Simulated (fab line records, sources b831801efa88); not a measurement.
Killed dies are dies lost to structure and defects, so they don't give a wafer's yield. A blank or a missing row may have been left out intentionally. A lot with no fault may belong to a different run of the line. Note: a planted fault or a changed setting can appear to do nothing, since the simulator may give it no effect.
fab line records ; flow sfqLine
[record] lots = 14; wafers = 42; lastDay = 89
route steps=325 shown I2@114
lots untouched by any fault: they come from a run of this same line in which no faults occurred
startH: start of the lot's first displayed wafer, in hours after the record's first day ; waitH: hours from the lot's prior step to this one ; " identical to the entry in the row above ; L1.1+2: one row covering several wafers at once ; - no value, or no start was given ; * or withheld: withheld ; < > ~ a bound
route shown NAME@n: names a module that has steps shown in the file, with the first one's number in the route ; usual: the fault-free wafers' mean and standard deviation ; same: alike in all rows ; chamber/n: place in a boat ; sites: each site's reading ; _std_site: standard deviation of those values ; _edge_site: inner sites' mean taken away from outer sites' mean ; radiusMm: for every site, how far away it sits from the centre of the wafer ; mask NAME#n: copy n ; behind: the last tool/chamber to shape the wafer ; hold: cause of the lot's hold/its duration in hours/its outcome ; device: which transistor (n, p or np) failed to switch ; end of line: the tests these same wafers got at the end of their route ; a step with no rows: only its recipe ; killed: dies lost to structure and defects at the first sort, not the wafer's yield ; map: a wafer's dies, x killed, . not, _ none there
set.NAME: the setting the step ran with; set.NAME@STEP: the setting that earlier step ran with ; model.NAME: the simulator's own value behind a step, which no gauge read
steps of the route over a sample of lots; a table a step, a row a wafer
services: a tool's chamber out of use, with start hour (startH, from the record's first day; less than 0 if before it), hours out, and reason
[[steps]]
[step SFQ_TRILAYER_I2_VIA_BARC_OPEN_VIA_ETCH_096]
[recipe] maskMaterial = PR; chemistry = O2; targetDepthNm = 125; target = BARC; sourceW = 500; biasW = 80; pressureMtorr = 30; timeS = 41.7
[usual] chamberPressureMTorr = 30.001/0.025; drypumpMotorCurrentA = 5.9/0.63; oesProductAu = 0.685/0.0044
lot.wafer;tool;chamber;startH;waitH;chamberPressureMTorr;drypumpMotorCurrentA;oesProductAu;rfHoursCounterH
L372.1;rieDiel-04;1;525.27;0.0;30.000;5.2;0.689;2
L372.2;rieDiel-04;2;525.27;0.0;29.998;6.5;0.685;20
L372.6;rieDiel-04;0;525.27;0.0;29.966;6.3;0.685;-
L374.1;rieDiel-03;2;546.87;0.0;30.026;5.0;0.688;70
L374.4;rieDiel-03;0;546.87;0.0;29.975;4.9;0.690;5
L374.6;rieDiel-03;0;546.87;0.0;30.033;4.9;0.685;-
L376.3;rieDiel-04;3;563.67;0.0;29.990;6.7;0.685;70
L376.4;rieDiel-04;1;563.67;0.0;30.069;5.2;0.685;2
L376.6;rieDiel-04;0;563.67;0.0;30.006;6.3;0.685;-
L377.1;rieDiel-04;1;586.57;0.0;29.960;5.2;0.683;3
L377.3;rieDiel-04;2;586.57;0.0;29.966;6.5;0.692;21
L377.4;rieDiel-04;3;586.57;0.0;29.967;6.7;0.684;71
L378.1;rieDiel-04;1;599.77;0.0;29.980;5.2;0.684;3
L378.2;rieDiel-04;3;599.77;0.0;29.995;6.7;0.681;71
L378.4;rieDiel-04;0;599.77;0.0;29.992;6.3;0.680;63
L379.4;rieDiel-04;3;605.77;0.0;29.999;6.7;0.679;71
L379.5;rieDiel-04;0;605.77;0.0;30.018;6.3;0.686;-
L379.6;rieDiel-04;1;605.77;0.0;30.032;5.2;0.681;-
L380.2;rieDiel-04;2;617.77;0.0;24.002;6.5;0.686;22
L380.3;rieDiel-04;1;617.77;0.0;30.017;5.2;0.686;3
L380.4;rieDiel-04;0;617.77;0.0;30.000;6.3;0.683;63
L381.2;rieDiel-04;0;624.97;0.0;29.997;6.3;0.680;63
L381.4;rieDiel-04;1;624.97;0.0;29.986;5.2;0.694;4
L381.5;rieDiel-04;2;624.97;0.0;23.999;6.5;0.689;-
L385.1;rieDiel-03;0;668.68;0.0;29.989;4.9;0.684;7
L385.2;rieDiel-03;3;668.68;0.0;29.996;6.1;0.677;72
L385.4;rieDiel-03;0;668.68;0.0;30.021;4.9;0.680;-
L390.2;rieDiel-01;1;719.08;0.0;30.020;4.9;0.684;29
L390.4;rieDiel-01;3;719.08;0.0;30.000;5.8;0.689;8
L390.6;rieDiel-01;2;719.08;0.0;29.974;5.8;0.680;-
L391.1;rieDiel-01;1;728.68;0.0;30.056;4.8;0.684;29
L391.2;rieDiel-01;3;728.68;0.0;30.018;5.8;0.688;8
L391.5;rieDiel-01;2;728.68;0.0;30.004;5.8;0.682;-
L392.1;rieDiel-03;2;741.88;0.0;30.005;5.0;0.681;1
L392.2;rieDiel-03;1;741.88;0.0;30.003;6.3;0.681;7
L392.5;rieDiel-03;2;741.88;0.0;29.994;5.0;0.682;-
L394.1;rieDiel-04;3;763.30;0.0;29.982;6.7;0.682;2
L394.3;rieDiel-04;2;763.30;0.0;30.021;6.5;0.679;25
L394.4;rieDiel-04;0;763.30;0.0;29.967;6.3;0.687;1
L395.2;rieDiel-01;3;769.30;0.0;29.994;5.8;0.691;9
L395.4;rieDiel-01;2;769.30;0.0;30.015;5.8;0.686;8
L395.5;rieDiel-01;0;769.30;0.0;30.011;6.0;0.686;-
[[services]]
tool;chamber;startH;hours;kind
rieDiel-01;3;504.28;3.9;repair
rieDiel-01;2;539.74;2.4;repair
rieDiel-04;1;572.48;7.2;repair
rieDiel-03;3;583.99;4.5;repair
rieDiel-03;0;586.12;3.7;repair
rieDiel-01;1;586.24;8.5;repair
rieDiel-04;0;629.94;2.8;repair
rieDiel-01;-;645.88;0.5;repair
rieDiel-04;3;651.67;-;clean
rieDiel-04;3;651.67;15.6;scheduledDown
rieDiel-04;3;651.67;15.6;ventCycle
rieDiel-03;1;653.62;7.7;repair
rieDiel-01;0;654.30;4.8;repair
rieDiel-04;-;660.24;2.8;pm
rieDiel-03;2;661.36;-;clean
rieDiel-04;1;676.77;6.1;repair
rieDiel-04;0;694.68;-;clean
rieDiel-04;0;694.68;21.6;scheduledDown
rieDiel-04;0;694.68;21.6;ventCycle
rieDiel-01;1;698.78;5.5;repair
rieDiel-04;2;716.45;2.7;repair
rieDiel-03;2;749.35;1.7;repair
rieDiel-03;0;760.97;34.7;repair
rieDiel-04;0;766.05;8.3;repair
[[key]]
[firstSign] step = SFQ_TRILAYER_I2_VIA_BARC_OPEN_VIA_ETCH_096; reading = chamberPressureMTorr; direction = down; sigmas = 99+; usual = 30.001; struck = 24.000
effect none on later readings
metAt SFQ_TRILAYER_I2_VIA_BARC_OPEN_VIA_ETCH_096
struckLots L380,L381
struckWafers L380.2,L381.5
onsetBetween 586.57 617.77
[fault] kind = processParameterDrift; tool = rieDiel-04; chamber = 2; onsetH = 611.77; steps = SFQ_TRILAYER_I2_VIA_BARC_OPEN_VIA_ETCH_096; channel = pressureMtorr; offset = -6; shape = step; endH = 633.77; actsIn = theseRecipesOnly; stated = 30
